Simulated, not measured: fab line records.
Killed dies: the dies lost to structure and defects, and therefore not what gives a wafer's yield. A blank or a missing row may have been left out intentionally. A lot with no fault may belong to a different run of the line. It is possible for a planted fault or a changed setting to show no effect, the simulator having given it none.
The same fault as seen by 2 desks / flow sky130 / what lay behind the numbers comes last; until then each desk has only its own

== DESK OF THE TOOL OWNER: krf scanner-02 ==
The tool's own readings at SKY_VIA1_EXPOSE_09 (exposes mask VIM, target cd 150 nm): means of the sampled wafers that have a number, for each lot that ran on this tool. If a lot's mean is further than 4 standard deviations from the usual mean, the lot is out of limits and carries the mark OUT (the distance appears in the brackets).
Columns: A = exposure dose mJ cm2 at SKY_VIA1_EXPOSE_09, usual 38.05; B = focus offset nm at SKY_VIA1_EXPOSE_09, usual 0.0 nm
lot=L498; first seen here=day 33 22:36; A=38.04; B=0.0
lot=L504; first seen here=day 35 08:27; A=38.08; B=-0.8
lot=L505; first seen here=day 35 16:19; A=38.06; B=-0.4
lot=L513; first seen here=day 38 04:05; A=38.09; B=0.8
lot=L521; first seen here=day 40 12:59; A=38.02; B=-0.5
This desk's finding: nothing out of limits on any of the 5 lots.

== METROLOGY DESK ==
What the gauges read for every lot (on any tool): the sampled wafers with a number, averaged. If a lot's mean is further than 4 standard deviations from the usual mean, the lot is out of limits and carries the mark OUT (the distance appears in the brackets).
Columns: A = METAL1_OVL at SKY_METAL1_OVL_MEAS_16, usual 3 nm
lot=L498; first seen here=day 33 07:56; A=3
lot=L500; first seen here=day 33 15:20; A=5
lot=L504; first seen here=day 34 18:14; A=4
lot=L503; first seen here=day 34 19:43; A=0
lot=L505; first seen here=day 35 01:08; A=5
lot=L506; first seen here=day 35 07:20; A=-1
lot=L508; first seen here=day 36 07:29; A=5
lot=L509; first seen here=day 36 17:38; A=-3
lot=L510; first seen here=day 36 23:15; A=-4
lot=L512; first seen here=day 37 08:20; A=-0
lot=L513; first seen here=day 37 13:14; A=2
lot=L518; first seen here=day 39 02:38; A=6
lot=L519; first seen here=day 39 10:17; A=1
lot=L520; first seen here=day 39 12:01; A=-2
lot=L521; first seen here=day 39 23:17; A=6
This desk's finding: nothing out of limits on any of the 15 lots.

== PUT TOGETHER ==
Nothing out of limits was seen by the tool owner's desk.
At the metrology desk, nothing out of limits was observed.

== WHAT WAS PUT IN BY THE SIMULATOR ==
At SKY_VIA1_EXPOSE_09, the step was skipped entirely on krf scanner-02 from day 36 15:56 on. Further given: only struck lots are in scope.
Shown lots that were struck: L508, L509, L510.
